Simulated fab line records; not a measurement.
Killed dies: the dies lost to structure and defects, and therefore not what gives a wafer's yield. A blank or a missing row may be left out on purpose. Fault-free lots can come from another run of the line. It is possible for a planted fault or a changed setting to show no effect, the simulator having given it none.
fab line records -- flow gf180mcu -- part 1 of 2: steps 1 to 34 of 46
record: lots: 5, wafers: 15, lastDay: 34
route steps=602 shown MVPSD@81 VT_IMPLANT@90
lots with no fault: from the same line, run without faults
startH: the number of hours between the record's first day and the start of the first shown wafer of the lot -- waitH: hours elapsed since this lot's preceding step -- " identical to the entry in the row above -- L1.1+2: one row covering several wafers at once -- - no value, or no start was given -- * or withheld: withheld -- < > ~ a bound
route shown NAME@n: a module of which the file shows steps, and the number in the route of the first -- usual: the fault-free wafers' mean and standard deviation -- same: alike in all rows -- chamber/n: place in a boat -- sites: per-site readings -- _std_site: standard deviation across them -- _edge_site: the outer-site mean with the inner-site mean subtracted -- radiusMm: how far each site lies from the wafer's centre -- mask NAME#n: copy n -- behind: the most recent tool/chamber to have shaped the wafer -- hold: why the lot was held/for how many hours/how that ended -- device: names the non-switching transistor (n, p or np) -- end of line: the route-end tests of the same wafers -- where a step has no rows: the recipe by itself -- killed: dies that structure and defects cost at the first sort, which is not the same as the wafer's yield -- map: shows each die of a wafer: x if killed, . if not, _ if none is there
set.NAME: setting as actually run; set.NAME@STEP: the setting as run at that earlier step -- model.NAME: the simulator's own value behind a step, which no gauge read
certain route steps with their lots: each step a table, each wafer a row
services: the hour from which a tool's chamber was out of use, counted from the record's first day as startH (under 0 if before that day), plus the number of hours and why
== steps ==
step: GF_MVPSD_SOFTBAKE_03
recipe: tempC: 110, timeS: withheld
lot.wafer,tool,chamber,startH,waitH
L077.1+4+6,lithoTrack-02,0,106.88,0.1
L083.1+2+3,lithoTrack-02,0,144.63,0.1
L084.1+2+3,lithoTrack-01,0,149.08,0.1
L092.3+4+5,lithoTrack-02,0,199.79,0.1
L094.2+4+5,lithoTrack-02,0,209.91,0.1
step: GF_MVPSD_EXPOSE_04
recipe: maskId: MVPSD, targetCdNm: 1000, na: 0.6, sourceShape: conventional, sigmaOuter: 0.6, doseMj: 260
lot.wafer,tool,chamber,startH,waitH,mask
L077.1+4+6,ilineStepper-02,0,-,-,MVPSD#0
L083.1+2+3,ilineStepper-01,0,-,-,MVPSD#0
L084.1+2+3,ilineStepper-02,0,-,-,MVPSD#0
L092.3+4+5,ilineStepper-02,0,-,-,MVPSD#0
L094.2+4+5,ilineStepper-01,0,-,-,MVPSD#0
step: GF_MVPSD_PEB_05
recipe: tempC: 115, timeS: withheld
lot.wafer,tool,chamber,startH,waitH
L077.1+4+6,lithoTrack-03,0,-,-
L083.1+2+3,lithoTrack-03,0,-,-
L084.1+2+3,lithoTrack-01,0,-,-
L092.3+4+5,lithoTrack-03,0,-,-
L094.2+4+5,lithoTrack-02,0,-,-
step: GF_MVPSD_DEVELOP_06
recipe: wallAngleDeg: 90, developTimeS: 60, devTempC: 23
lot.wafer,tool,chamber,startH,waitH
L077.1+4+6,lithoTrack-03,0,-,-
L083.1+2+3,lithoTrack-03,0,-,-
L084.1+2+3,lithoTrack-01,0,-,-
L092.3+4+5,lithoTrack-03,0,-,-
L094.2+4+5,lithoTrack-02,0,-,-
step: GF_MVPSD_OVL_MEAS_07
usual: MVPSD_OVL: 0.9/1.1
lot.wafer,tool,chamber,startH,waitH,MVPSD_OVL[nm]
L077.1,overlay-01,-,114.92,-,1.9
L077.4,overlay-01,-,114.92,-,1.5
L077.6,overlay-01,-,114.92,-,2.5
L083.1,overlay-02,-,152.72,-,-0.3
L083.2,overlay-02,-,152.72,-,-0.5
L083.3,overlay-02,-,152.72,-,0.1
L084.1,overlay-02,-,157.23,-,0.4
L084.2,overlay-02,-,157.23,-,0.7
L084.3,overlay-02,-,157.23,-,0.4
L092.3,overlay-02,-,209.23,-,2.5
L092.4,overlay-02,-,209.23,-,1.9
L092.5,overlay-02,-,209.23,-,2.7
L094.2,overlay-02,-,218.53,-,0.2
L094.4,overlay-02,-,218.53,-,2.1
L094.5,overlay-02,-,218.53,-,1.0
step: GF_MVPSD_IMPLANT_08
recipe: species: B, energyKev: 170, doseCm2: 1.5e+13, tiltDeg: 0
usual: beamOnS: 10.02/0.21
lot.wafer,tool,chamber,startH,waitH,beamOnS
L077.1,implanter-02,0,114.96,0.0,9.96
L077.4,implanter-02,0,114.96,0.0,10.32
L077.6,implanter-02,0,114.96,0.0,9.96
L083.1,implanter-04,0,152.76,0.0,10.16
L083.2,implanter-04,0,152.76,0.0,9.96
L083.3,implanter-04,0,152.76,0.0,9.91
L084.1,implanter-02,0,157.27,0.0,10.07
L084.2,implanter-02,0,157.27,0.0,10.19
L084.3,implanter-02,0,157.27,0.0,10.07
L092.3,implanter-03,0,209.31,0.1,9.93
L092.4,implanter-03,0,209.31,0.1,9.76
L092.5,implanter-03,0,209.31,0.1,10.16
L094.2,implanter-03,0,218.59,0.0,10.49
L094.4,implanter-03,0,218.59,0.0,9.94
L094.5,implanter-03,0,218.59,0.0,9.96
step: GF_MVPSD_IMPLANT_09
recipe: species: B, energyKev: 40, doseCm2: 5e+12, tiltDeg: 0
usual: beamOnS: 9.99/0.2
lot.wafer,tool,chamber,startH,waitH,beamOnS
L077.1,implanter-02,0,115.11,0.1,9.96
L077.4,implanter-02,0,115.11,0.1,9.77
L077.6,implanter-02,0,115.11,0.1,9.72
L083.1,implanter-04,0,152.91,0.1,9.98
L083.2,implanter-04,0,152.91,0.1,9.65
L083.3,implanter-04,0,152.91,0.1,9.94
L084.1,implanter-02,0,157.42,0.1,10.29
L084.2,implanter-02,0,157.42,0.1,9.79
L084.3,implanter-02,0,157.42,0.1,9.97
L092.3,implanter-03,0,209.46,0.1,9.99
L092.4,implanter-03,0,209.46,0.1,9.65
L092.5,implanter-03,0,209.46,0.1,10.05
L094.2,implanter-03,0,218.74,0.1,9.95
L094.4,implanter-03,0,218.74,0.1,9.77
L094.5,implanter-03,0,218.74,0.1,10.25
step: GF_MVPSD_STRIP_10
recipe: chemistry: O2/N2, powerW: 1400, pressureMtorr: 1500, platenTempC: 250, o2FlowSccm: 3000, n2FlowSccm: 300, overashFraction: 0.5
usual: chamberPressureMTorr: 1500.0/1.3, drypumpMotorCurrentA: 5.5/0.31, heaterPowerW: 325/38, oesProductAu: 0.723/0.0047, stripTimeToEndpointS: 36.98/0.11
lot.wafer,tool,chamber,startH,waitH,chamberPressureMTorr,drypumpMotorCurrentA,heaterPowerW,oesProductAu,rfHoursCounterH,stripTimeToEndpointS
L077.1,plasmaAsher-01,0,115.26,0.1,1498.7,5.5,374,0.728,48,37.05
L077.4,plasmaAsher-01,1,115.26,0.1,1499.7,6.0,362,0.727,-,37.02
L077.6,plasmaAsher-01,0,115.26,0.1,1499.7,5.5,381,0.724,-,37.06
L083.1,plasmaAsher-04,0,153.06,0.1,1499.3,5.4,287,0.715,2,37.12
L083.2,plasmaAsher-04,1,153.06,0.1,1497.8,4.8,324,0.716,2,37.10
L083.3,plasmaAsher-04,1,153.06,0.1,1500.4,4.9,324,0.727,-,37.10
L084.1,plasmaAsher-02,1,157.57,0.1,1500.6,5.6,307,0.726,52,37.13
L084.2,plasmaAsher-02,0,157.57,0.1,1500.0,5.5,278,0.723,52,37.00
L084.3,plasmaAsher-02,1,157.57,0.1,1501.6,5.5,301,0.713,-,36.98
L092.3,plasmaAsher-02,1,209.59,0.1,1500.1,5.5,312,0.717,-,36.98
L092.4,plasmaAsher-02,0,209.59,0.1,1499.9,5.5,276,0.729,-,36.81
L092.5,plasmaAsher-02,1,209.59,0.1,1498.8,5.5,304,0.725,-,36.74
L094.2,plasmaAsher-02,1,218.86,0.1,1498.2,5.5,308,0.728,58,36.94
L094.4,plasmaAsher-02,0,218.86,0.1,1499.9,5.5,281,0.719,-,36.98
L094.5,plasmaAsher-02,0,218.86,0.1,1497.3,5.5,285,0.717,-,36.97
step: GF_MVPSD_TW_MEAS_11
usual: MVPSD_TW: 554/3
lot.wafer,tool,chamber,startH,waitH,MVPSD_TW
L077.1,filmMetro-01,-,115.36,0.1,554
L077.4,filmMetro-01,-,115.36,0.1,554
L077.6,filmMetro-01,-,115.36,0.1,553
L083.1,filmMetro-04,-,153.16,0.1,554
L083.2,filmMetro-04,-,153.16,0.1,553
L083.3,filmMetro-04,-,153.16,0.1,550
L084.1,filmMetro-01,-,157.67,0.1,554
L084.2,filmMetro-01,-,157.67,0.1,553
L084.3,filmMetro-01,-,157.67,0.1,556
L092.3,filmMetro-01,-,209.68,0.1,548
L092.4,filmMetro-01,-,209.68,0.1,553
L092.5,filmMetro-01,-,209.68,0.1,550
L094.2,filmMetro-04,-,218.97,0.1,553
L094.4,filmMetro-04,-,218.97,0.1,550
L094.5,filmMetro-04,-,218.97,0.1,555
step: GF_VT_IMPLANT_DEHYDRATE_00
recipe: tempC: 200, timeS: 60
same: timeS: 60
lot.wafer,tool,chamber,startH,waitH
L077.1+4+6,lithoTrack-01,0,122.28,6.9
L083.1+2+3,lithoTrack-01,0,160.03,6.9
L084.1+2+3,lithoTrack-03,0,165.52,7.8
L092.3+4+5,lithoTrack-03,0,217.92,8.2
L094.2+4+5,lithoTrack-04,0,228.21,9.2
step: GF_VT_IMPLANT_HMDS_01
recipe: primeTimeS: 60, primeTempC: 120
lot.wafer,tool,chamber,startH,waitH
L077.1+4+6,lithoTrack-01,0,122.43,0.1
L083.1+2+3,lithoTrack-01,0,160.18,0.1
L084.1+2+3,lithoTrack-03,0,165.67,0.1
L092.3+4+5,lithoTrack-03,0,218.07,0.1
L094.2+4+5,lithoTrack-04,0,228.36,0.1
step: GF_VT_IMPLANT_COAT_02
recipe: resist: NOVOLAK, spinRpm: 3000, resistThkNm: 1000
lot.wafer,tool,chamber,startH,waitH
L077.1+4+6,lithoTrack-01,0,122.58,0.1
L083.1+2+3,lithoTrack-01,0,160.33,0.1
L084.1+2+3,lithoTrack-03,0,165.82,0.1
L092.3+4+5,lithoTrack-03,0,218.22,0.1
L094.2+4+5,lithoTrack-04,0,228.51,0.1
step: GF_VT_IMPLANT_SOFTBAKE_03
recipe: tempC: 90, timeS: 60, resist: NOVOLAK
same: timeS: 60
lot.wafer,tool,chamber,startH,waitH
L077.1+4+6,lithoTrack-01,0,122.73,0.1
L083.1+2+3,lithoTrack-01,0,160.48,0.1
L084.1+2+3,lithoTrack-03,0,165.97,0.1
L092.3+4+5,lithoTrack-03,0,218.37,0.1
L094.2+4+5,lithoTrack-04,0,228.66,0.1
step: GF_VT_IMPLANT_EXPOSE_04
recipe: maskId: LVPWELL_LV_AREA, targetCdNm: 600, na: 0.6, sourceShape: conventional, sigmaOuter: 0.6, doseMj: 140
lot.wafer,tool,chamber,startH,waitH,mask
L077.1+4+6,ilineStepper-01,0,-,-,LVPWELL_LV_AREA#0
L083.1+2+3,ilineStepper-01,0,-,-,LVPWELL_LV_AREA#0
L084.1+2+3,ilineStepper-01,0,-,-,LVPWELL_LV_AREA#0
L092.3+4+5,ilineStepper-01,0,-,-,LVPWELL_LV_AREA#0
L094.2+4+5,ilineStepper-02,0,-,-,LVPWELL_LV_AREA#0
step: GF_VT_IMPLANT_PEB_05
recipe: tempC: withheld, timeS: *, resist: NOVOLAK
same: timeS: *
lot.wafer,tool,chamber,startH,waitH
L077.1+4+6,lithoTrack-01,0,-,-
L083.1+2+3,lithoTrack-01,0,-,-
L084.1+2+3,lithoTrack-03,0,-,-
L092.3+4+5,lithoTrack-04,0,-,-
L094.2+4+5,lithoTrack-03,0,-,-
step: GF_VT_IMPLANT_DEVELOP_06
recipe: developTimeS: 60, devTempC: 23
lot.wafer,tool,chamber,startH,waitH
L077.1+4+6,lithoTrack-01,0,130.28,0.1
L083.1+2+3,lithoTrack-01,0,168.88,0.1
L084.1+2+3,lithoTrack-03,0,174.17,0.1
L092.3+4+5,lithoTrack-04,0,227.38,0.1
L094.2+4+5,lithoTrack-03,0,237.14,0.1
step: GF_VT_IMPLANT_OVL_MEAS_07
usual: VT_IMPLANT_OVL: 0.1/1.5
lot.wafer,tool,chamber,startH,waitH,VT_IMPLANT_OVL[nm]
L077.1,overlay-02,-,130.43,0.1,-0.1
L077.4,overlay-02,-,130.43,0.1,-0.9
L077.6,overlay-02,-,130.43,0.1,-1.1
L083.1,overlay-01,-,169.03,0.1,-1.9
L083.2,overlay-01,-,169.03,0.1,-2.2
L083.3,overlay-01,-,169.03,0.1,-3.3
L084.1,overlay-01,-,174.32,0.1,-2.1
L084.2,overlay-01,-,174.32,0.1,1.1
L084.3,overlay-01,-,174.32,0.1,-1.6
L092.3,overlay-01,-,227.49,0.1,-0.5
L092.4,overlay-01,-,227.49,0.1,0.7
L092.5,overlay-01,-,227.49,0.1,-1.0
L094.2,overlay-02,-,237.27,0.1,1.5
L094.4,overlay-02,-,237.27,0.1,-0.8
L094.5,overlay-02,-,237.27,0.1,-0.1
step: GF_VT_IMPLANT_IMPLANT_08
recipe: species: BF2, energyKev: 20, doseCm2: 8.29e+12, tiltDeg: 7
usual: beamOnS: 10.00/0.19
lot.wafer,tool,chamber,startH,waitH,beamOnS
L077.1,implanter-03,0,130.47,0.0,9.82
L077.4,implanter-03,0,130.47,0.0,10.13
L077.6,implanter-03,0,130.47,0.0,9.77
L083.1,implanter-03,0,169.07,0.0,9.84
L083.2,implanter-03,0,169.07,0.0,10.18
L083.3,implanter-03,0,169.07,0.0,10.12
L084.1,implanter-04,0,174.36,0.0,10.06
L084.2,implanter-04,0,174.36,0.0,10.19
L084.3,implanter-04,0,174.36,0.0,10.11
L092.3,implanter-01,0,227.57,0.1,9.78
L092.4,implanter-01,0,227.57,0.1,10.17
L092.5,implanter-01,0,227.57,0.1,9.67
L094.2,implanter-03,0,237.33,0.0,9.99
L094.4,implanter-03,0,237.33,0.0,10.09
L094.5,implanter-03,0,237.33,0.0,10.00
step: GF_VT_IMPLANT_STRIP_09
recipe: chemistry: O2/N2, powerW: 1400, pressureMtorr: 1500, platenTempC: 250, o2FlowSccm: 3000, n2FlowSccm: 300, overashFraction: 0.5
usual: chamberPressureMTorr: 1500.0/1.3, drypumpMotorCurrentA: 5.9/0.51, heaterPowerW: 353/33, oesProductAu: 0.716/0.0042, stripTimeToEndpointS: 12.63/0.031
lot.wafer,tool,chamber,startH,waitH,chamberPressureMTorr,drypumpMotorCurrentA,heaterPowerW,oesProductAu,rfHoursCounterH,stripTimeToEndpointS
L077.1,plasmaAsher-03,0,130.62,0.1,1502.1,6.4,392,0.718,31,12.69
L077.4,plasmaAsher-03,0,130.62,0.1,1497.3,6.4,389,0.717,-,12.67
L077.6,plasmaAsher-03,0,130.62,0.1,1502.0,6.4,383,0.721,-,12.65
L083.1,plasmaAsher-04,1,169.22,0.1,1499.8,4.9,332,0.711,4,12.63
L083.2,plasmaAsher-04,0,169.22,0.1,1500.1,5.4,291,0.714,4,12.65
L083.3,plasmaAsher-04,0,169.22,0.1,1500.0,5.4,280,0.723,-,12.65
L084.1,plasmaAsher-01,0,174.51,0.1,1499.5,5.5,373,0.725,55,12.61
L084.2,plasmaAsher-01,1,174.51,0.1,1498.6,5.9,362,0.719,55,12.60
L084.3,plasmaAsher-01,0,174.51,0.1,1500.5,5.5,375,0.716,-,12.64
L092.3,plasmaAsher-03,0,227.70,0.1,1498.4,6.4,374,0.712,-,12.68
L092.4,plasmaAsher-03,1,227.70,0.1,1498.9,6.3,327,0.715,-,12.67
L092.5,plasmaAsher-03,0,227.70,0.1,1500.9,6.4,382,0.716,-,12.64
L094.2,plasmaAsher-04,0,237.45,0.1,1501.3,5.4,289,0.718,12,12.61
L094.4,plasmaAsher-04,0,237.45,0.1,1500.1,5.4,286,0.720,-,12.63
L094.5,plasmaAsher-04,1,237.45,0.1,1500.8,4.9,317,0.716,-,12.63
step: GF_VT_IMPLANT_TW_MEAS_10
usual: VT_IMPLANT_TW: 565/4
lot.wafer,tool,chamber,startH,waitH,VT_IMPLANT_TW
L077.1,filmMetro-03,-,130.72,0.1,568
L077.4,filmMetro-03,-,130.72,0.1,569
L077.6,filmMetro-03,-,130.72,0.1,569
L083.1,filmMetro-02,-,169.32,0.1,553
L083.2,filmMetro-02,-,169.32,0.1,556
L083.3,filmMetro-02,-,169.32,0.1,558
L084.1,filmMetro-03,-,174.61,0.1,568
L084.2,filmMetro-03,-,174.61,0.1,569
L084.3,filmMetro-03,-,174.61,0.1,565
L092.3,filmMetro-02,-,227.79,0.1,563
L092.4,filmMetro-02,-,227.79,0.1,560
L092.5,filmMetro-02,-,227.79,0.1,556
L094.2,filmMetro-03,-,237.56,0.1,564
L094.4,filmMetro-03,-,237.56,0.1,562
L094.5,filmMetro-03,-,237.56,0.1,564
step: GF_VT_IMPLANT_DEHYDRATE_11
recipe: tempC: 200, timeS: 60
same: timeS: 60
lot.wafer,tool,chamber,startH,waitH
L077.1+4+6,lithoTrack-01,0,138.03,7.3
L083.1+2+3,lithoTrack-01,0,177.03,7.7
L084.1+2+3,lithoTrack-03,0,182.52,7.9
L092.3+4+5,lithoTrack-04,0,236.13,8.3
L094.2+4+5,lithoTrack-03,0,246.04,8.5
step: GF_VT_IMPLANT_HMDS_12
recipe: primeTimeS: 60, primeTempC: 120
lot.wafer,tool,chamber,startH,waitH
L077.1+4+6,lithoTrack-01,0,138.18,0.1
L083.1+2+3,lithoTrack-01,0,177.18,0.1
L084.1+2+3,lithoTrack-03,0,182.67,0.1
L092.3+4+5,lithoTrack-04,0,236.28,0.1
L094.2+4+5,lithoTrack-03,0,246.19,0.1
step: GF_VT_IMPLANT_COAT_13
recipe: resist: NOVOLAK, spinRpm: 3000, resistThkNm: 1000
lot.wafer,tool,chamber,startH,waitH
L077.1+4+6,lithoTrack-01,0,138.33,0.1
L083.1+2+3,lithoTrack-01,0,177.33,0.1
L084.1+2+3,lithoTrack-03,0,182.82,0.1
L092.3+4+5,lithoTrack-04,0,236.43,0.1
L094.2+4+5,lithoTrack-03,0,246.34,0.1
step: GF_VT_IMPLANT_SOFTBAKE_14
recipe: tempC: 90, timeS: 60, resist: NOVOLAK
same: timeS: 60
lot.wafer,tool,chamber,startH,waitH
L077.1+4+6,lithoTrack-01,0,138.48,0.1
L083.1+2+3,lithoTrack-01,0,177.48,0.1
L084.1+2+3,lithoTrack-03,0,182.97,0.1
L092.3+4+5,lithoTrack-04,0,236.58,0.1
L094.2+4+5,lithoTrack-03,0,246.49,0.1
step: GF_VT_IMPLANT_EXPOSE_15
recipe: maskId: Nwell_LV_AREA, targetCdNm: 860, na: 0.6, sourceShape: conventional, sigmaOuter: 0.6, doseMj: 140
lot.wafer,tool,chamber,startH,waitH,mask
L077.1+4+6,ilineStepper-02,0,-,-,Nwell_LV_AREA#0
L083.1+2+3,ilineStepper-01,0,-,-,Nwell_LV_AREA#0
L084.1+2+3,ilineStepper-01,0,-,-,Nwell_LV_AREA#0
L092.3+4+5,ilineStepper-02,0,-,-,Nwell_LV_AREA#0
L094.2+4+5,ilineStepper-01,0,-,-,Nwell_LV_AREA#0
step: GF_VT_IMPLANT_PEB_16
recipe: tempC: withheld, timeS: *, resist: NOVOLAK
same: timeS: *
lot.wafer,tool,chamber,startH,waitH
L077.1+4+6,lithoTrack-01,0,-,-
L083.1+2+3,lithoTrack-04,0,-,-
L084.1+2+3,lithoTrack-03,0,-,-
L092.3+4+5,lithoTrack-04,0,-,-
L094.2+4+5,lithoTrack-03,0,-,-
step: GF_VT_IMPLANT_DEVELOP_17
recipe: developTimeS: 60, devTempC: 23
lot.wafer,tool,chamber,startH,waitH
L077.1+4+6,lithoTrack-01,0,145.88,0.1
L083.1+2+3,lithoTrack-04,0,186.38,0.1
L084.1+2+3,lithoTrack-03,0,191.32,0.1
L092.3+4+5,lithoTrack-04,0,245.03,0.1
L094.2+4+5,lithoTrack-03,0,256.34,0.1
step: GF_VT_IMPLANT_OVL_MEAS_18
usual: VT_IMPLANT_01_OVL: -0.5/1.2
lot.wafer,tool,chamber,startH,waitH,VT_IMPLANT_01_OVL[nm]
L077.1,overlay-02,-,146.03,0.1,-1.1
L077.4,overlay-02,-,146.03,0.1,0.0
L077.6,overlay-02,-,146.03,0.1,-1.1
L083.1,overlay-02,-,186.53,0.1,-2.4
L083.2,overlay-02,-,186.53,0.1,-2.6
L083.3,overlay-02,-,186.53,0.1,-0.4
L084.1,overlay-02,-,191.47,0.1,0.8
L084.2,overlay-02,-,191.47,0.1,0.3
L084.3,overlay-02,-,191.47,0.1,0.2
L092.3,overlay-02,-,245.14,0.1,0.0
L092.4,overlay-02,-,245.14,0.1,-0.2
L092.5,overlay-02,-,245.14,0.1,0.7
L094.2,overlay-01,-,256.47,0.1,-0.1
L094.4,overlay-01,-,256.47,0.1,-0.4
L094.5,overlay-01,-,256.47,0.1,0.4
step: GF_VT_IMPLANT_IMPLANT_19
recipe: species: As, energyKev: 100, doseCm2: 4.35e+12, tiltDeg: 7
usual: beamOnS: 10.02/0.21
lot.wafer,tool,chamber,startH,waitH,beamOnS
L077.1,implanter-04,0,146.07,0.0,9.72
L077.4,implanter-04,0,146.07,0.0,9.91
L077.6,implanter-04,0,146.07,0.0,10.37
L083.1,implanter-03,0,186.57,0.0,10.18
L083.2,implanter-03,0,186.57,0.0,9.73
L083.3,implanter-03,0,186.57,0.0,9.93
L084.1,implanter-03,0,191.51,0.0,9.69
L084.2,implanter-03,0,191.51,0.0,10.04
L084.3,implanter-03,0,191.51,0.0,9.99
L092.3,implanter-03,0,245.22,0.1,9.83
L092.4,implanter-03,0,245.22,0.1,10.06
L092.5,implanter-03,0,245.22,0.1,10.13
L094.2,implanter-01,0,256.53,0.0,10.46
L094.4,implanter-01,0,256.53,0.0,10.23
L094.5,implanter-01,0,256.53,0.0,10.11
step: GF_VT_IMPLANT_STRIP_20
recipe: chemistry: O2/N2, powerW: 1400, pressureMtorr: 1500, platenTempC: 250, o2FlowSccm: 3000, n2FlowSccm: 300, overashFraction: 0.5
usual: chamberPressureMTorr: 1500.0/1.5, drypumpMotorCurrentA: 6.0/0.53, heaterPowerW: 350/34, oesProductAu: 0.716/0.0046, stripTimeToEndpointS: 12.63/0.031
lot.wafer,tool,chamber,startH,waitH,chamberPressureMTorr,drypumpMotorCurrentA,heaterPowerW,oesProductAu,rfHoursCounterH,stripTimeToEndpointS
L077.1,plasmaAsher-03,0,146.22,0.1,1499.5,6.4,386,0.715,32,12.65
L077.4,plasmaAsher-03,1,146.22,0.1,1501.1,6.3,339,0.713,-,12.62
L077.6,plasmaAsher-03,1,146.22,0.1,1500.1,6.3,327,0.718,-,12.60
L083.1,plasmaAsher-01,0,186.72,0.1,1500.3,5.5,373,0.716,56,12.68
L083.2,plasmaAsher-01,1,186.72,0.1,1499.5,6.0,368,0.711,56,12.64
L083.3,plasmaAsher-01,1,186.72,0.1,1500.3,6.0,368,0.716,-,12.64
L084.1,plasmaAsher-03,1,191.66,0.1,1499.4,6.3,328,0.719,37,12.58
L084.2,plasmaAsher-03,0,191.66,0.1,1499.4,6.4,392,0.716,37,12.62
L084.3,plasmaAsher-03,0,191.66,0.1,1497.1,6.4,386,0.710,-,12.59
L092.3,plasmaAsher-03,0,245.35,0.1,1499.0,6.4,389,0.716,-,12.61
L092.4,plasmaAsher-03,1,245.35,0.1,1499.0,6.4,328,0.728,-,12.61
L092.5,plasmaAsher-03,0,245.35,0.1,1500.8,6.4,387,0.718,-,12.60
L094.2,plasmaAsher-01,0,256.65,0.1,1500.1,5.5,386,0.722,63,12.69
L094.4,plasmaAsher-01,0,256.65,0.1,1499.1,5.5,384,0.713,-,12.65
L094.5,plasmaAsher-01,0,256.65,0.1,1500.4,5.5,373,0.717,-,12.64
step: GF_VT_IMPLANT_TW_MEAS_21
usual: VT_IMPLANT_2_TW: 1215/7.4
lot.wafer,tool,chamber,startH,waitH,VT_IMPLANT_2_TW
L077.1,filmMetro-04,-,146.32,0.1,1220
L077.4,filmMetro-04,-,146.32,0.1,1222
L077.6,filmMetro-04,-,146.32,0.1,1223
L083.1,filmMetro-02,-,186.82,0.1,1190
L083.2,filmMetro-02,-,186.82,0.1,1201
L083.3,filmMetro-02,-,186.82,0.1,1192
L084.1,filmMetro-04,-,191.76,0.1,1213
L084.2,filmMetro-04,-,191.76,0.1,1218
L084.3,filmMetro-04,-,191.76,0.1,1212
L092.3,filmMetro-04,-,245.46,0.1,1217
L092.4,filmMetro-04,-,245.46,0.1,1222
L092.5,filmMetro-04,-,245.46,0.1,1215
L094.2,filmMetro-04,-,256.76,0.1,1220
L094.4,filmMetro-04,-,256.76,0.1,1219
L094.5,filmMetro-04,-,256.76,0.1,1228
step: GF_VT_IMPLANT_DEHYDRATE_22
recipe: tempC: 200, timeS: 60
same: timeS: 60
lot.wafer,tool,chamber,startH,waitH
L077.1+4+6,lithoTrack-01,0,153.98,7.7
L083.1+2+3,lithoTrack-04,0,194.88,8.1
L084.1+2+3,lithoTrack-04,0,199.48,7.7
L092.3+4+5,lithoTrack-04,0,254.28,8.8
L094.2+4+5,lithoTrack-04,0,265.36,8.6
step: GF_VT_IMPLANT_HMDS_23
recipe: primeTimeS: 60, primeTempC: 120
lot.wafer,tool,chamber,startH,waitH
L077.1+4+6,lithoTrack-01,0,154.13,0.1
L083.1+2+3,lithoTrack-04,0,195.03,0.1
L084.1+2+3,lithoTrack-04,0,199.63,0.1
L092.3+4+5,lithoTrack-04,0,254.43,0.1
L094.2+4+5,lithoTrack-04,0,265.51,0.1
step: GF_VT_IMPLANT_COAT_24
recipe: resist: NOVOLAK, spinRpm: 3000, resistThkNm: 1000
lot.wafer,tool,chamber,startH,waitH
L077.1+4+6,lithoTrack-01,0,154.28,0.1
L083.1+2+3,lithoTrack-04,0,195.18,0.1
L084.1+2+3,lithoTrack-04,0,199.78,0.1
L092.3+4+5,lithoTrack-04,0,254.58,0.1
L094.2+4+5,lithoTrack-04,0,265.66,0.1
